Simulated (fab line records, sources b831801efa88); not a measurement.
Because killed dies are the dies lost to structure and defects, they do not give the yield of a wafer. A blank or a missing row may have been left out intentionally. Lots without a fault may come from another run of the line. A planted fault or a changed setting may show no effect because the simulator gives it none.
One fault through the eyes of 2 desks || flow sky130 || each desk holds nothing but its own numbers, with what lay behind them at the end

== DESK OF THE TOOL OWNER: pvdSputter-03 ==
The tool's own readings at SKY_VIA1_SPUTTER_20 (material TiN, target thk 20 nm, time 80 s): means of the sampled wafers that have a number, for each lot that ran on this tool. Any lot whose mean is over 4 standard deviations away from the usual mean is out of limits and marked OUT; that distance is given in the brackets.
Columns: A = throttleValvePct at SKY_VIA1_SPUTTER_20, usual 30.2 %
{"lot": "L880", "first seen here": "day 33 12:28", "A": 29.7}
{"lot": "L884", "first seen here": "day 34 17:44", "A": 29.8}
{"lot": "L890", "first seen here": "day 37 05:53", "A": 31.0}
{"lot": "L891", "first seen here": "day 37 14:54", "A": 29.6}
{"lot": "L894", "first seen here": "day 38 10:38", "A": 30.3}
{"lot": "L897", "first seen here": "day 39 02:32", "A": 29.8}
This desk found nothing out of limits on any of the 6 lots.

== FROM THE METROLOGY DESK ==
What the gauges read, lot by lot, whatever tool the lot ran on: means of the sampled wafers that have a number. Any lot whose mean is over 4 standard deviations away from the usual mean is out of limits and marked OUT; that distance is given in the brackets.
Columns: A = cdNm at SKY_VIA3_CD_MEAS_12, usual 199.7 nm; B = PASSIVATION_CVD_00_THK at SKY_PASSIVATION_THK_MEAS_01, usual 90.0 nm
{"lot": "L880", "first seen here": "day 39 05:01", "A": 198.5, "B": 91.3}
{"lot": "L883", "first seen here": "day 40 03:23", "A": 201.8, "B": 89.9}
{"lot": "L884", "first seen here": "day 40 07:53", "A": 198.4, "B": 90.0}
{"lot": "L885", "first seen here": "day 41 04:31", "A": 199.5, "B": 90.0}
{"lot": "L886", "first seen here": "day 41 09:08", "A": 202.4, "B": 90.0}
{"lot": "L890", "first seen here": "day 42 16:13", "A": 199.7, "B": 90.5}
{"lot": "L892", "first seen here": "day 42 21:20", "A": 198.5, "B": 89.4}
{"lot": "L891", "first seen here": "day 43 00:16", "A": 199.1, "B": 90.3}
{"lot": "L894", "first seen here": "day 43 18:22", "A": 199.7, "B": 89.2}
{"lot": "L895", "first seen here": "day 43 19:40", "A": 198.2, "B": 90.2}
{"lot": "L897", "first seen here": "day 44 06:49", "A": 200.6, "B": 89.5}
{"lot": "L899", "first seen here": "day 46 07:37", "A": 199.2, "B": 89.8}
This desk found nothing out of limits on any of the 12 lots.

== TAKEN TOGETHER ==
The tool owner's desk saw nothing out of limits.
At the metrology desk, nothing out of limits was observed.

== WHAT THE SIMULATOR PUT IN ==
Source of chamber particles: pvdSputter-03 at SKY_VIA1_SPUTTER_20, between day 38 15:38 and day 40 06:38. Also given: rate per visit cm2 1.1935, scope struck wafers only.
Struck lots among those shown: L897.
